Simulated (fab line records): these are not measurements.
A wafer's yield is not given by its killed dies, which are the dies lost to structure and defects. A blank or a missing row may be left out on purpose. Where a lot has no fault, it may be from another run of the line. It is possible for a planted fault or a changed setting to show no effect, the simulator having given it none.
A lot that was struck, set against a sound lot ; flow sfqLine ; 42 out of 325 route steps
Sound: wafers L802.2, L802.4, L802.5. The struck wafers were L788.1, L788.3, L788.4. The cause is named last.
At each step with rows: each side's tool, then ch and its chambers, then its first start. Under that, the readings that differ: sound wafers ; struck wafers ; difference of the means ; sigmas: that difference in standard deviations of wafers without a fault.
alike: readings whose means differ by less than 2 such deviations, and words and numbers that are the same on both sides. not compared: withheld readings, readings that some wafer has no value for, bounds like >300 that may hide the same value, and numbers for which the record gives no deviation and whose values overlap.
The two part at a step that has a row with sigmas, a row that says differs or no value, or rows on one side only. Numbers that have no deviation but don't overlap get no sigmas and don't part them. A reading missing from all wafers of one side parts the sides only when that side holds two or more wafers.

first, 6 steps without rows for these wafers: SFQ_TRILAYER_M2_LITHO_COAT_062 (resist thk 62 nm); SFQ_TRILAYER_M2_LITHO_COAT_057 (resist thk 600 nm); SFQ_TRILAYER_M2_LITHO_SOFTBAKE_061; SFQ_TRILAYER_M2_LITHO_EXPOSE_058 (exposes mask M2, target cd 500 nm); SFQ_TRILAYER_M2_LITHO_PEB_060 (peb time 60 s); SFQ_TRILAYER_M2_LITHO_DEVELOP_059 (time 60 s).
SFQ_M2_OVL_MEAS_916:
  sound: overlay-01 at day 29 21:36; struck: overlay-02 at day 25 00:05
  alike: M2_OVL
then, 4 steps without rows for these wafers: SFQ_TRILAYER_M2_BARC_OPEN_METAL_ETCH_077 (etches BARC in O2, target depth 125 nm, time 41.7 s); SFQ_TRILAYER_M2_ETCH_METAL_ETCH_060 (etches Nb in Cl2/Ar, stops on SiO2, target depth 240 nm, time 120 s); SFQ_TRILAYER_M2_STRIP_STRIP_061 (strips in O2); SFQ_TRILAYER_M2_STRIP_SOLV_CLEAN_062 (cleans in NMP, time 600 s).
SFQ_TRILAYER_I2_DEP_PECVD_063: deposits SiO2 from SiH4/N2O, time 111.11 s, target thk 500 nm.
  sound on pecvd-02 ch 0,2, day 29 22:35; struck on pecvd-02 ch 0,1, day 25 01:05
  alike: chamberPressureTorr, heaterPowerW, throttleValvePct
SFQ_TRILAYER_I2_CMP_CMP_064: polishes SiO2.
  sound on cmp-02 ch 0,3, day 30 07:01; struck on cmp-01 ch 0,2,3, day 25 01:34
  no value came back on the struck wafers for edgeZonePressureFrac, headPressurePsi (psi), motorCurrentA (A), timeToEndpointS (s); on the sound wafers edgeZonePressureFrac reads 1.000 0.988 1.011
reading;sound;struck;difference;sigmas
model.SiO2_of_TRILAYER_I2_DEP_PECVD_063.thkNm (nm);198.7 200.2 200.4;486 491.1 490.2;+289;
SFQ_I2_BOW_MEAS_917:
  sound: filmMetro-02 at day 30 09:32; struck: filmMetro-01 at day 25 04:34
  alike: I2_BOW
SFQ_TRILAYER_I2_METRO_MEASURE_065:
  sound: filmMetro-02 at day 30 09:50; struck: filmMetro-01 at day 25 04:41
reading;sound;struck;difference;sigmas
thkNm (nm);198.8 200.2 200.4;486.2 491.0 490.4;+289.4;+99 or more
then, 6 steps without rows for these wafers: SFQ_TRILAYER_I2_VIA_LITHO_COAT_072 (resist thk 62 nm); SFQ_TRILAYER_I2_VIA_LITHO_COAT_067 (resist thk 650 nm); SFQ_TRILAYER_I2_VIA_LITHO_SOFTBAKE_071; SFQ_TRILAYER_I2_VIA_LITHO_EXPOSE_068 (exposes mask I2, target cd 500 nm); SFQ_TRILAYER_I2_VIA_LITHO_PEB_070 (peb time 60 s); SFQ_TRILAYER_I2_VIA_LITHO_DEVELOP_069 (time 60 s).
-- the record jumps here: 7 days lie between the struck wafers' starts before and after --
SFQ_I2_OVL_MEAS_918:
  sound: overlay-01 at day 36 02:53; struck: overlay-02 at day 32 06:15
  alike: I2_OVL
then, 1 step without rows for these wafers: SFQ_TRILAYER_I2_VIA_BARC_OPEN_VIA_ETCH_096 (etches BARC in O2, target depth 125 nm, time 41.7 s).
SFQ_TRILAYER_I2_VIA_ETCH_VIA_ETCH_070: etches SiO2 in CHF3, stops on Nb, target depth 260 nm.
  sound on rieDiel-04 ch 0,1, day 36 02:57; struck on rieDiel-03 ch 0,1,3, day 32 06:20
reading;sound;struck;difference;sigmas
oesProductAu (a.u.);0.849 0.855 0.858;1.618 1.616 1.612;+0.761;+99 or more
model.etch.depthNm (nm);198.7 200.2 200.4;258.8 256.8 256.6;+57.6;
model.I2.featureDepthNm (nm);198.7 200.2 200.4;258.8 256.8 256.6;+57.6;
  alike: chamberPressureMTorr, drypumpMotorCurrentA
then, 2 steps without rows for these wafers: SFQ_TRILAYER_I2_VIA_STRIP_STRIP_071 (strips in O2); SFQ_TRILAYER_I2_VIA_STRIP_SOLV_CLEAN_072 (cleans in NMP, time 600 s).
SFQ_TRILAYER_M3_DEP_PRE_CLEAN_074: time 22.5 s.
  sound: pvdSputter-05 at day 36 04:01; struck: pvdSputter-05 at day 32 07:13
reading;sound;struck;difference;sigmas
model.SiO2_of_TRILAYER_I2_DEP_PECVD_063.thkNm (nm);191.2 192.7 192.9;478.5 483.6 482.7;+289.3;
SFQ_TRILAYER_M3_DEP_SPUTTER_073: material Nb, target thk 200 nm, time 133.3 s.
  sound: pvdSputter-05 at day 36 04:02; struck: pvdSputter-05 at day 32 07:15
  alike: throttleValvePct
SFQ_M3_RS_MEAS_919: uses a four-point probe to measure.
  sound: filmMetro-04 at day 36 04:09; struck: filmMetro-02 at day 32 07:20
  alike: M3_NB_RS
then, 6 steps without rows for these wafers: SFQ_TRILAYER_M3_LITHO_COAT_080 (resist thk 62 nm); SFQ_TRILAYER_M3_LITHO_COAT_075 (resist thk 600 nm); SFQ_TRILAYER_M3_LITHO_SOFTBAKE_079; SFQ_TRILAYER_M3_LITHO_EXPOSE_076 (exposes mask M3, target cd 500 nm); SFQ_TRILAYER_M3_LITHO_PEB_078 (peb time 60 s); SFQ_TRILAYER_M3_LITHO_DEVELOP_077 (time 60 s).
-- the record jumps here: 5 days lie between the struck wafers' starts before and after --
SFQ_M3_OVL_MEAS_921:
  sound: overlay-02 at day 41 23:23; struck: overlay-01 at day 37 17:05
reading;sound;struck;difference;sigmas
M3_OVL (nm);9 9 3;-10 -8 -9;-16;-3
SFQ_TRILAYER_M3_BARC_OPEN_METAL_ETCH_100: etches BARC in O2, target depth 125 nm, time 41.7 s.
  sound on rieMetal-02 ch 0, day 41 23:25; struck on rieMetal-02 ch 0,1, day 37 17:07
  alike: chamberPressureMTorr, drypumpMotorCurrentA, oesProductAu
  not compared: rfHoursCounterH
SFQ_TRILAYER_M3_ETCH_METAL_ETCH_078: etches Nb in Cl2/Ar, stops on SiO2, target depth 240 nm, time 120 s.
  sound on rieMetal-02 ch 0, day 41 23:28; struck on rieMetal-02 ch 0,1, day 37 17:11
  alike: chamberPressureMTorr, drypumpMotorCurrentA, oesProductAu
  not compared: rfHoursCounterH
SFQ_TRILAYER_M3_STRIP_STRIP_079: strips in O2.
  sound on rieMetal-02 ch 0, day 41 23:35; struck on rieMetal-02 ch 0,1, day 37 17:19
  alike: chamberPressureMTorr, drypumpMotorCurrentA, oesProductAu, platenTempC
  not compared: rfHoursCounterH
then, 2 steps without rows for these wafers: SFQ_TRILAYER_M3_STRIP_SOLV_CLEAN_080 (cleans in NMP, time 600 s); SFQ_TRILAYER_I3_DEP_PECVD_081 (deposits SiO2 from SiH4/N2O, time 111.11 s, target thk 500 nm).
-- the record jumps here: 47 days lie between the struck wafers' starts before and after --
SFQ_M8_BOW_MEAS_951:
  sound: filmMetro-03 at day 91 16:16; struck: filmMetro-02 at day 84 12:55
reading;sound;struck;difference;sigmas
model.etest.i2.linkOhm;1.98 1.981 1.996;1e+06 1e+06 1e+06;+1e+06;
  alike: M8_BOW

WHERE THEY PART
Earliest at SFQ_TRILAYER_I2_CMP_CMP_064; latest, in this record, at SFQ_M3_OVL_MEAS_921. Later steps at which nothing parts them and some readings are alike: SFQ_TRILAYER_M3_BARC_OPEN_METAL_ETCH_100, SFQ_TRILAYER_M3_ETCH_METAL_ETCH_078, SFQ_TRILAYER_M3_STRIP_STRIP_079, SFQ_M8_BOW_MEAS_951.

WHY: whatever the simulator had introduced
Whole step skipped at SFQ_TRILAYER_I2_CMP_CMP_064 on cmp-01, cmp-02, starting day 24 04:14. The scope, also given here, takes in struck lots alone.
